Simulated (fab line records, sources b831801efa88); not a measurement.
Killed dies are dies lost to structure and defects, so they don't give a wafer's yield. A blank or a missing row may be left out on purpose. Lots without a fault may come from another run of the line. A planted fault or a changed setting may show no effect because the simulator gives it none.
fab line records | flow gf180mcu
record lots=24 wafers=72 last_day=34
route steps=602 shown STI@1 V1@351 M2@363 M3@414 V3@433 PASSIVATION@598
lots that met no fault: from a run of the same line without faults
start_h: hours from the record's first day to the start of the lot's first wafer shown | wait_h: hours since the lot's step before | " the same as in the row above | L1.1+2: a row that stands for several wafers | - no value, or no start given | * or withheld: withheld | < > ~ a bound
route shown NAME@n: a module of which the file shows steps, and the number in the route of the first | usual: mean/standard deviation of fault-free wafers | same: alike in all rows | chamber/n: place in a boat | sites: the reading at each site | _std_site: their standard deviation | _edge_site: outer sites' mean less inner sites' | radius_mm: how far each site lies from the wafer's centre | mask NAME#n: copy n | behind: the tool/chamber that last shaped the wafer | hold: why the lot was held/for how many hours/how that ended | device: the transistor (n, p or np) that didn't switch | end of line: the same wafers' tests at the end of the route | a step without rows: its recipe alone | killed: dies lost to structure and defects at the first sort, not the wafer's yield | map: a wafer's dies, x killed, . not, _ none there
set.NAME: the setting as run; set.NAME@STEP: as run at that earlier step | model.NAME: the simulator's own value behind a step, which no gauge read
steps of the route over a sample of lots; a table a step, a row a wafer
services: from which hour (start_h, from the record's first day; less than 0 if before it) a tool's chamber was out of use, for how many hours, and why
## steps
# step GF_STI_BOW_MEAS_00
# recipe mode=bow
# usual INCOMING_BOW=-1/6.3
# columns lot.wafer tool chamber start_h wait_h INCOMING_BOW[um]
L074.1 film_metro-02 - 10.00 - 7
L074.3 " - " " 2
L074.6 " - " " -1
L075.3 film_metro-02 - 15.04 - 10
L075.4 " - " " -2
L075.6 " - " " 17
L076.1 film_metro-01 - 20.00 - -4
L076.3 " - " " 2
L076.5 " - " " 5
L077.2 film_metro-03 - 25.02 - -1
L077.3 " - " " -9
L077.4 " - " " 5
L078.3 film_metro-03 - 30.04 - 3
L078.4 " - " " -4
L078.6 " - " " -4
L079.2 film_metro-03 - 35.02 - -13
L079.5 " - " " -13
L079.6 " - " " -2
L080.1 film_metro-03 - 40.00 - 6
L080.3 " - " " -13
L080.5 " - " " -1
L081.1 film_metro-01 - 45.00 - 1
L081.5 " - " " -1
L081.6 " - " " -1
L082.4 film_metro-01 - 50.06 - 8
L082.5 " - " " 4
L082.6 " - " " -2
L083.1 film_metro-01 - 55.00 - -11
L083.2 " - " " 0
L083.5 " - " " -3
L084.2 film_metro-01 - 60.02 - 1
L084.3 " - " " 1
L084.4 " - " " 1
L085.2 film_metro-01 - 65.02 - 5
L085.3 " - " " -3
L085.6 " - " " -9
L086.1 film_metro-02 - 70.00 - -1
L086.3 " - " " 2
L086.6 " - " " -1
L087.1 film_metro-01 - 75.00 - 0
L087.3 " - " " -4
L087.4 " - " " -9
L088.1 film_metro-01 - 80.00 - 4
L088.2 " - " " 13
L088.6 " - " " -2
L089.3 film_metro-03 - 85.04 - 4
L089.4 " - " " 1
L089.6 " - " " -6
L090.3 film_metro-01 - 90.04 - -3
L090.5 " - " " -10
L090.6 " - " " 5
L091.1 film_metro-03 - 95.00 - 0
L091.3 " - " " 2
L091.4 " - " " -4
L092.2 film_metro-02 - 100.02 - 9
L092.4 " - " " -2
L092.6 " - " " -4
L093.3 film_metro-02 - 105.04 - -2
L093.5 " - " " -6
L093.6 " - " " 0
L094.1 film_metro-01 - 110.00 - -9
L094.4 " - " " -9
L094.6 " - " " -1
L095.3 film_metro-02 - 115.04 - -5
L095.4 " - " " -3
L095.6 " - " " 2
L096.1 film_metro-03 - 120.00 - 7
L096.5 " - " " 4
L096.6 " - " " 13
L097.2 film_metro-02 - 125.02 - 2
L097.3 " - " " -10
L097.4 " - " " -6
# step GF_V1_ETCH_16
# recipe chemistry=N2/H2 target_depth_a=withheld overetch_a=withheld time_s=withheld target=BARC ion_energy_ev=200 source_w=500 bias_w=100 pressure_mtorr=30 n2_flow_sccm=100 h2_flow_sccm=200
# usual drypump_motor_current_A=5.7/0.48 oes_product_au=0.855/0.0046 throttle_valve_pct=13.226/0.0095
# columns lot.wafer tool chamber start_h wait_h drypump_motor_current_A oes_product_au throttle_valve_pct
L074.1 rie_diel-04 1 411.22 0.0 4.9 0.859 13.212
L074.3 " 0 " " 6.3 0.855 13.223
L074.6 " 1 " " 4.9 0.853 13.230
L075.3 rie_diel-02 1 426.86 0.0 5.9 0.848 13.235
L075.4 " 2 " " 5.5 0.859 13.223
L075.6 " 3 " " 6.4 0.861 13.228
L076.1 rie_diel-04 3 430.22 0.0 5.5 0.853 13.236
L076.3 " 2 " " 6.1 0.850 13.225
L076.5 " 0 " " 6.3 0.857 13.232
L077.2 rie_diel-03 1 438.26 0.0 5.7 0.860 13.229
L077.3 " 2 " " 5.2 0.847 13.231
L077.4 " 3 " " 6.1 0.851 13.207
L078.3 rie_diel-03 3 446.91 0.0 6.1 0.856 13.233
L078.4 " 2 " " 5.2 0.852 13.228
L078.6 " 0 " " 5.8 0.847 13.221
L079.2 rie_diel-03 1 461.22 0.0 5.8 0.858 13.240
L079.5 " 2 " " 5.2 0.857 13.221
L079.6 " 3 " " 6.1 0.859 13.224
L080.1 rie_diel-02 0 470.01 0.0 4.6 0.860 13.214
L080.3 " 3 " " 6.3 0.856 13.230
L080.5 " 3 " " 6.3 0.858 13.229
L081.1 rie_diel-04 0 479.51 0.0 6.2 0.862 13.221
L081.5 " 2 " " 6.1 0.855 13.214
L081.6 " 1 " " 4.9 0.862 13.227
L082.4 rie_diel-03 3 487.80 0.0 6.1 0.858 13.237
L082.5 " 2 " " 5.2 0.858 13.231
L082.6 " 1 " " 5.8 0.861 13.258
L083.1 rie_diel-03 3 494.30 0.0 6.0 0.854 13.247
L083.2 " 2 " " 5.2 0.857 13.231
L083.5 " 3 " " 6.0 0.856 13.239
L084.2 rie_diel-03 0 510.45 0.0 5.9 0.856 13.224
L084.3 " 3 " " 6.1 0.849 13.226
L084.4 " 1 " " 5.8 0.850 13.241
L085.2 rie_diel-03 0 512.27 0.0 5.9 0.853 13.225
L085.3 " 2 " " 5.2 0.851 13.243
L085.6 " 1 " " 5.7 0.861 13.211
L086.1 rie_diel-04 2 525.30 0.0 6.1 0.859 13.233
L086.3 " 1 " " 4.9 0.859 13.220
L086.6 " 3 " " 5.5 0.857 13.223
L087.1 rie_diel-03 0 527.27 0.0 5.9 0.851 13.220
L087.3 " 3 " " 6.1 0.849 13.235
L087.4 " 1 " " 5.8 0.855 13.227
L088.1 rie_diel-02 0 541.30 0.0 4.6 0.859 13.218
L088.2 " 1 " " 5.9 0.852 13.236
L088.6 " 3 " " 6.3 0.856 13.221
L089.3 rie_diel-03 3 546.92 0.0 6.1 0.860 13.227
L089.4 " 2 " " 5.2 0.857 13.221
L089.6 " 2 " " 5.2 0.859 13.239
L090.3 rie_diel-04 3 554.82 0.0 5.5 0.860 13.231
L090.5 " 2 " " 6.1 0.860 13.227
L090.6 " 3 " " 5.5 0.864 13.234
L091.1 rie_diel-03 1 560.32 0.0 5.7 0.855 13.228
L091.3 " 2 " " 5.2 0.857 13.213
L091.4 " 3 " " 6.1 0.845 13.234
L092.2 rie_diel-04 1 571.32 0.0 4.9 0.852 13.227
L092.4 " 0 " " 6.2 0.855 13.228
L092.6 " 1 " " 4.9 0.853 13.225
L093.3 rie_diel-02 3 576.75 0.0 6.3 0.857 13.234
L093.5 " 2 " " 5.5 0.862 13.224
L093.6 " 3 " " 6.3 0.853 13.211
L094.1 rie_diel-03 1 584.15 0.0 5.8 0.868 13.233
L094.4 " 3 " " 6.1 0.850 13.219
L094.6 " 0 " " 5.9 0.851 13.233
L095.3 rie_diel-03 3 589.65 0.0 6.1 0.857 13.232
L095.4 " 1 " " 5.7 0.848 13.224
L095.6 " 1 " " 5.8 0.854 13.229
L096.1 rie_diel-02 1 597.45 0.0 5.9 0.853 13.195
L096.5 " 2 " " 5.4 0.852 13.221
L096.6 " 3 " " 6.3 0.854 13.231
L097.2 rie_diel-04 2 602.25 0.0 6.1 0.861 13.233
L097.3 " 0 " " 6.2 0.862 13.208
L097.4 " 0 " " 6.2 0.854 13.228
# step GF_M2_SPUTTER_01
# recipe material=TiN target_thk_nm=30 power_w=6500 time_s=25 chamber_pressure_pa=0.4
# usual throttle_valve_pct=29.2/0.84
# same time_s=25
# columns lot.wafer tool chamber start_h wait_h throttle_valve_pct
L074.1 pvd_sputter-04 - 412.71 0.1 29.7
L074.3 " - " " 30.2
L074.6 " - " " 29.6
L075.3 pvd_sputter-01 - 428.43 0.1 28.7
L075.4 " - " " 29.0
L075.6 " - " " 27.6
L076.1 pvd_sputter-01 - 431.68 0.1 29.0
L076.3 " - " " 28.9
L076.5 " - " " 29.2
L077.2 pvd_sputter-01 - 439.72 0.1 29.5
L077.3 " - " " 29.0
L077.4 " - " " 28.6
L078.3 pvd_sputter-02 - 448.39 0.1 30.0
L078.4 " - " " 29.8
L078.6 " - " " 29.6
L079.2 pvd_sputter-02 - 463.11 0.1 29.9
L079.5 " - " " 28.1
L079.6 " - " " 29.9
L080.1 pvd_sputter-01 - 471.46 0.1 28.9
L080.3 " - " " 28.5
L080.5 " - " " 29.3
L081.1 pvd_sputter-02 - 481.05 0.1 29.6
L081.5 " - " " 30.0
L081.6 " - " " 29.8
L082.4 pvd_sputter-01 - 489.26 0.1 29.2
L082.5 " - " " 27.6
L082.6 " - " " 29.1
L083.1 pvd_sputter-01 - 495.77 0.1 29.2
L083.2 " - " " 28.9
L083.5 " - " " 29.0
L084.2 pvd_sputter-02 - 511.91 0.1 29.8
L084.3 " - " " 28.2
L084.4 " - " " 29.8
L085.2 pvd_sputter-01 - 514.40 0.1 27.6
L085.3 " - " " 28.8
L085.6 " - " " 29.3
L086.1 pvd_sputter-02 - 526.76 0.1 29.9
L086.3 " - " " 29.9
L086.6 " - " " 28.5
L087.1 pvd_sputter-02 - 528.73 0.1 30.0
L087.3 " - " " 28.0
L087.4 " - " " 29.6
L088.1 pvd_sputter-01 - 542.79 0.1 29.6
L088.2 " - " " 28.9
L088.6 " - " " 28.8
L089.3 pvd_sputter-01 - 548.76 0.1 28.7
L089.4 " - " " 27.5
L089.6 " - " " 27.7
L090.3 pvd_sputter-02 - 556.58 0.1 29.9
L090.5 " - " " 29.7
L090.6 " - " " 29.6
L091.1 pvd_sputter-02 - 561.78 0.1 29.5
L091.3 " - " " 30.0
L091.4 " - " " 27.9
L092.2 pvd_sputter-02 - 572.78 0.1 29.4
L092.4 " - " " 29.9
L092.6 " - " " 29.9
L093.3 pvd_sputter-02 - 578.21 0.1 29.7
L093.5 " - " " 29.7
L093.6 " - " " 29.6
L094.1 pvd_sputter-02 - 586.06 0.1 29.8
L094.4 " - " " 29.6
L094.6 " - " " 29.7
L095.3 pvd_sputter-02 - 591.22 0.1 29.9
L095.4 " - " " 30.0
L095.6 " - " " 29.9
L096.1 pvd_sputter-04 - 598.92 0.1 29.9
L096.5 " - " " 29.8
L096.6 " - " " 30.9
L097.2 pvd_sputter-04 - 604.03 0.1 29.6
L097.3 " - " " 29.9
L097.4 " - " " 30.1
# step GF_M3_RS_MEAS_05
# recipe thk_meas_gauge=four-point-probe reads=TiN_of_M3_SPUTTER_04+Ti_of_M3_SPUTTER_03+AlCu_of_M3_SPUTTER_02+TiN_of_M3_SPUTTER_01+Ti_of_M3_SPUTTER_00
# usual M3_ALCU_RS=0.0689/0.00087
# columns lot.wafer tool chamber start_h wait_h M3_ALCU_RS[ohm/sq]
L074.1 film_metro-02 - 464.83 0.0 0.0700
L074.3 " - " " 0.0702
L074.6 " - " " 0.0695
L075.3 film_metro-02 - 480.70 0.1 0.0698
L075.4 " - " " 0.0708
L075.6 " - " " 0.0701
L076.1 film_metro-02 - 484.04 0.0 0.0685
L076.3 " - " " 0.0689
L076.5 " - " " 0.0690
L077.2 film_metro-02 - 491.91 0.0 0.0690
L077.3 " - " " 0.0684
L077.4 " - " " 0.0686
L078.3 film_metro-04 - 500.62 0.1 0.0703
L078.4 " - " " 0.0693
L078.6 " - " " 0.0696
L079.2 film_metro-01 - 514.84 0.0 0.0687
L079.5 " - " " 0.0689
L079.6 " - " " 0.0686
L080.1 film_metro-01 - 522.13 0.0 0.0704
L080.3 " - " " 0.0697
L080.5 " - " " 0.0700
L081.1 film_metro-01 - 532.08 0.0 0.0678
L081.5 " - " " 0.0681
L081.6 " - " " 0.0687
L082.4 film_metro-04 - 540.51 0.1 0.0689
L082.5 " - " " 0.0693
L082.6 " - " " 0.0692
L083.1 film_metro-04 - 548.02 0.0 0.0690
L083.2 " - " " 0.0693
L083.5 " - " " 0.0689
L084.2 film_metro-04 - 561.31 0.0 0.0688
L084.3 " - " " 0.0686
L084.4 " - " " 0.0686
L085.2 film_metro-04 - 563.51 0.0 0.0675
L085.3 " - " " 0.0676
L085.6 " - " " 0.0680
L086.1 film_metro-04 - 575.08 0.0 0.0696
L086.3 " - " " 0.0702
L086.6 " - " " 0.0687
L087.1 film_metro-01 - 576.52 0.0 0.0683
L087.3 " - " " 0.0682
L087.4 " - " " 0.0684
L088.1 film_metro-04 - 590.78 0.0 0.0687
L088.2 " - " " 0.0678
L088.6 " - " " 0.0685
L089.3 film_metro-01 - 595.62 0.1 0.0690
L089.4 " - " " 0.0687
L089.6 " - " " 0.0697
L090.3 film_metro-04 - 603.29 0.1 0.0689
L090.5 " - " " 0.0689
L090.6 " - " " 0.0684
L091.1 film_metro-02 - 608.30 0.0 0.0687
L091.3 " - " " 0.0680
L091.4 " - " " 0.0679
L092.2 film_metro-04 - 618.40 0.0 0.0688
L092.4 " - " " 0.0695
L092.6 " - " " 0.0689
L093.3 film_metro-01 - 623.64 0.1 0.0670
L093.5 " - " " 0.0684
L093.6 " - " " 0.0682
L094.1 film_metro-02 - 630.98 0.0 0.0677
L094.4 " - " " 0.0688
L094.6 " - " " 0.0689
L095.3 film_metro-04 - 636.35 0.1 0.0706
L095.4 " - " " 0.0713
L095.6 " - " " 0.0703
L096.1 film_metro-01 - 642.78 0.0 0.0707
L096.5 " - " " 0.0703
L096.6 " - " " 0.0700
L097.2 film_metro-01 - 648.25 0.0 0.0672
L097.3 " - " " 0.0676
L097.4 " - " " 0.0673
# step GF_V3_CMP_04
# recipe material=SiO2 down_force_psi=4 platen_rpm=60 pad_velocity_m_s=0.94248
# usual head_pressure_psi=4.000/0.0088 motor_current_A=11.1/0.89 time_to_endpoint_s=81/5.1
# columns lot.wafer tool chamber start_h wait_h head_pressure_psi motor_current_A time_to_endpoint_s
L074.3 cmp-02 0 490.99 0.1 3.986 12.8 78
L074.1 " 1 " " 4.019 11.9 78
L074.6 " 0 " " 3.993 12.0 86
L075.4 cmp-01 1 506.11 0.1 4.001 11.1 77
L075.3 " 3 " " 3.998 11.0 75
L075.6 " 1 " " 3.989 11.1 75
L076.3 cmp-02 1 509.36 0.1 3.982 12.0 73
L076.1 " 2 " " 3.982 9.9 72
L076.5 " 1 " " 4.005 12.6 80
L077.4 cmp-02 1 516.51 0.0 4.014 12.5 81
L077.3 " 2 " " 3.997 10.5 78
L077.2 " 0 " " 4.001 12.4 77
L078.4 cmp-02 3 525.49 0.4 3.994 10.5 84
L078.3 " 0 " " 3.992 12.3 74
L078.6 " 1 " " 4.016 12.7 78
L079.2 cmp-02 2 539.78 0.2 3.995 10.1 74
L079.5 " 3 " " 4.012 10.2 85
L079.6 " 0 " " 3.997 11.9 80
L080.1 cmp-01 3 546.35 0.1 4.002 10.1 88
L080.3 " 2 " " 4.011 9.8 80
L080.5 " 0 " " 3.998 11.4 86
L081.1 cmp-01 2 555.98 0.1 3.982 10.5 87
L081.5 " 0 " " 4.004 10.9 87
L081.6 " 1 " " 4.003 11.4 90
L082.4 cmp-02 0 563.62 0.1 4.007 12.6 85
L082.5 " 3 " " 4.004 11.2 84
L082.6 " 0 " " 3.997 12.1 88
L083.1 cmp-01 2 570.82 0.1 4.010 10.1 86
L083.2 " 1 " " 4.012 11.7 85
L083.5 " 3 " " 4.012 10.6 94
L084.2 cmp-01 2 584.52 0.0 4.010 10.2 77
L084.3 " 3 " " 4.002 10.6 83
L084.4 " 1 " " 4.001 11.2 82
L085.2 cmp-01 2 586.22 0.1 3.998 9.6 81
L085.3 " 3 " " 3.995 10.9 83
L085.6 " 1 " " 4.001 11.2 88
L086.1 cmp-02 1 597.10 0.1 4.004 13.0 79
L086.3 " 3 " " 3.998 10.8 80
L086.6 " 2 " " 4.013 10.2 84
L087.1 cmp-01 0 599.40 0.1 3.990 11.4 79
L087.3 " 1 " " 4.002 11.1 82
L087.4 " 2 " " 3.996 10.4 85
L088.1 cmp-02 2 613.47 0.1 4.003 10.1 72
L088.2 " 1 " " 4.010 11.8 80
L088.6 " 2 " " 3.994 10.0 86
L089.4 cmp-01 2 617.57 0.1 4.014 10.5 79
L089.3 " 3 " " 3.996 10.5 83
L089.6 " 0 " " 4.004 11.1 83
L090.3 cmp-02 1 625.27 0.2 4.000 12.3 77
L090.5 " 2 " " 3.994 10.1 86
L090.6 " 3 " " 4.004 10.2 88
L091.1 cmp-01 0 630.15 0.1 4.016 10.5 69
L091.4 " 1 " " 3.997 11.3 84
L091.3 " 2 " " 3.997 9.8 77
L092.2 cmp-02 0 640.21 0.1 3.990 13.0 80
L092.4 " 2 " " 3.995 9.9 79
L092.6 " 0 " " 3.996 12.5 83
L093.3 cmp-01 2 644.62 0.1 4.002 10.1 80
L093.5 " 1 " " 4.001 11.5 84
L093.6 " 2 " " 3.993 10.4 86
L094.1 cmp-01 0 651.91 0.1 4.005 11.5 73
L094.4 " 1 " " 4.000 11.1 79
L094.6 " 0 " " 3.984 10.8 77
L095.4 cmp-01 1 656.94 0.1 4.008 11.5 82
L095.3 " 2 " " 4.002 10.3 75
L095.6 " 0 " " 4.014 11.1 81
L096.1 cmp-01 0 662.96 0.1 3.994 10.7 75
L096.5 " 3 " " 3.996 11.0 79
L096.6 " 0 " " 3.997 10.7 80
L097.4 cmp-02 2 668.71 0.0 4.003 9.7 90
L097.3 " 3 " " 3.986 10.5 79
L097.2 " 0 " " 3.983 12.6 84
# step GF_PASSIVATION_ETCH_11
# recipe chemistry=CF4/O2 target_depth_nm=1800 stop_on=TiN source_w=800 bias_w=150 pressure_mtorr=150 cf4_flow_sccm=80 O2_flow_sccm=10 time_s=400
# usual drypump_motor_current_A=5.8/0.66 oes_product_au=0.963/0.0067 throttle_valve_pct=5.960/0.01
# same time_s=400
# columns lot.wafer tool chamber start_h wait_h drypump_motor_current_A oes_product_au rf_hours_counter_h throttle_valve_pct
L074.1 rie_diel-04 1 673.84 - 4.9 0.965 16 5.943
L074.3 " 3 " " 5.5 0.955 2 5.953
L074.6 " 0 " " 6.2 0.967 - 5.956
L075.3 rie_diel-01 3 686.15 - 6.8 0.962 23 5.942
L075.4 " 3 " " 6.8 0.956 - 5.960
L075.6 " 0 " " 6.3 0.966 - 5.959
L076.1 rie_diel-02 1 691.35 - 5.9 0.954 9 5.969
L076.3 " 0 " " 4.6 0.958 3 5.952
L076.5 " 0 " " 4.6 0.964 - 5.942
L077.2 rie_diel-01 2 694.04 - 6.4 0.973 4 5.949
L077.3 " 3 " " 6.8 0.964 23 5.961
L077.4 " 0 " " 6.3 0.964 2 5.968
L078.3 rie_diel-02 2 699.14 - 5.5 0.955 0 5.957
L078.4 " 1 " " 5.9 0.962 9 5.966
L078.6 " 0 " " 4.6 0.972 - 5.980
L079.2 rie_diel-02 0 712.59 - 4.6 0.955 4 5.963
L079.5 " 0 " " 4.6 0.965 - 5.953
L079.6 " 3 " " 6.3 0.971 - 5.955
L080.1 rie_diel-04 3 716.89 - 5.5 0.962 3 5.961
L080.3 " 2 " " 6.1 0.956 8 5.946
L080.5 " 1 " " 4.9 0.977 - 5.970
L081.1 rie_diel-04 3 726.95 - 5.5 0.950 4 5.964
L081.5 " 0 " " 6.2 0.970 - 5.951
L081.6 " 1 " " 4.9 0.969 - 5.975
L082.4 rie_diel-01 3 731.09 - 6.9 0.970 25 5.977
L082.5 " 2 " " 6.4 0.973 - 5.979
L082.6 " 1 " " 6.5 0.968 - 5.954
L083.1 rie_diel-02 2 736.35 - 5.4 0.967 2 5.961
L083.2 " 1 " " 5.9 0.965 10 5.968
L083.5 " 1 " " 5.9 0.960 - 5.963
L084.2 rie_diel-02 1 747.00 - 5.9 0.961 10 5.957
L084.3 " 2 " " 5.4 0.959 3 5.961
L084.4 " 0 " " 4.6 0.963 6 5.952
L085.2 rie_diel-04 1 750.09 - 4.9 0.957 19 5.958
L085.3 " 2 " " 6.1 0.960 10 5.947
L085.6 " 2 " " 6.1 0.966 - 5.953
L086.1 rie_diel-04 3 755.89 - 5.5 0.959 5 5.943
L086.3 " 2 " " 6.1 0.954 11 5.951
L086.6 " 1 " " 4.9 0.968 - 5.965
L087.1 rie_diel-02 3 759.24 - 6.3 0.953 17 5.956
L087.3 " 1 " " 5.9 0.960 11 5.977
L087.4 " 0 " " 4.6 0.965 6 5.949
L088.1 rie_diel-04 1 770.34 - 4.9 0.960 21 5.951
L088.2 " 3 " " 5.5 0.961 6 5.964
L088.6 " 1 " " 4.9 0.969 - 5.971
L089.3 rie_diel-02 2 774.14 - 5.4 0.962 5 5.984
L089.4 " 3 " " 6.4 0.973 19 5.955
L089.6 " 1 " " 5.9 0.971 - 5.949
L090.3 rie_diel-02 0 781.94 - 4.6 0.957 8 5.969
L090.5 " 2 " " 5.4 0.963 - 5.942
L090.6 " 3 " " 6.3 0.965 - 5.957
L091.1 rie_diel-04 3 785.34 - 5.5 0.965 7 5.963
L091.3 " 2 " " 6.1 0.956 12 5.942
L091.4 " 1 " " 4.9 0.963 22 5.965
L092.2 rie_diel-04 3 790.44 - 5.5 0.961 7 5.944
L092.4 " 2 " " 6.1 0.964 13 5.963
L092.6 " 3 " " 5.5 0.971 - 5.967
L093.3 rie_diel-04 1 797.45 - 4.9 0.966 23 5.963
L093.5 " 1 " " 4.9 0.969 - 5.967
L093.6 " 2 " " 6.1 0.969 - 5.950
L094.1 rie_diel-01 2 802.09 - 6.4 0.960 8 5.957
L094.4 " 3 " " 6.8 0.961 26 5.946
L094.6 " 1 " " 6.5 0.968 - 5.973
L095.3 rie_diel-01 3 804.04 - 6.8 0.954 26 5.956
L095.4 " 1 " " 6.5 0.966 46 5.977
L095.6 " 0 " " 6.3 0.975 - 5.966
L096.1 rie_diel-01 3 806.84 - 6.9 0.958 27 5.951
L096.5 " 0 " " 6.4 0.959 - 5.965
L096.6 " 1 " " 6.5 0.961 - 5.939
L097.2 rie_diel-04 3 811.74 - 5.5 0.958 9 5.955
L097.3 " 0 " " 6.2 0.962 19 5.965
L097.4 " 2 " " 6.1 0.966 14 5.959
## services
# columns tool chamber start_h hours kind
rie_diel-03 - 387.36 1.1 repair
rie_diel-02 - 389.01 2.8 pm
rie_diel-04 2 397.98 2.8 repair
rie_diel-02 - 410.98 15.6 pm
cmp-01 - 436.37 3.3 repair
rie_diel-03 3 454.38 6.3 repair
cmp-01 - 457.46 2.5 repair
cmp-01 - 483.19 1.4 repair
cmp-01 - 509.82 27.9 repair
rie_diel-04 0 514.54 4.5 repair
cmp-01 - 526.59 1.3 repair
rie_diel-02 1 529.76 9.5 repair
cmp-01 - 533.81 0.8 repair
cmp-01 - 537.77 5.8 pm
rie_diel-04 2 570.79 6.5 repair
cmp-01 - 572.00 4.0 pm
rie_diel-04 1 586.39 9.1 repair
rie_diel-04 - 621.65 1.9 repair
rie_diel-04 - 658.80 0.2 repair
rie_diel-02 1 705.83 29.8 repair
rie_diel-04 0 741.12 9.7 repair
cmp-01 - 743.38 4.8 pm
cmp-01 - 796.94 0.8 repair
rie_diel-02 2 802.21 4.2 repair
## key
fault none
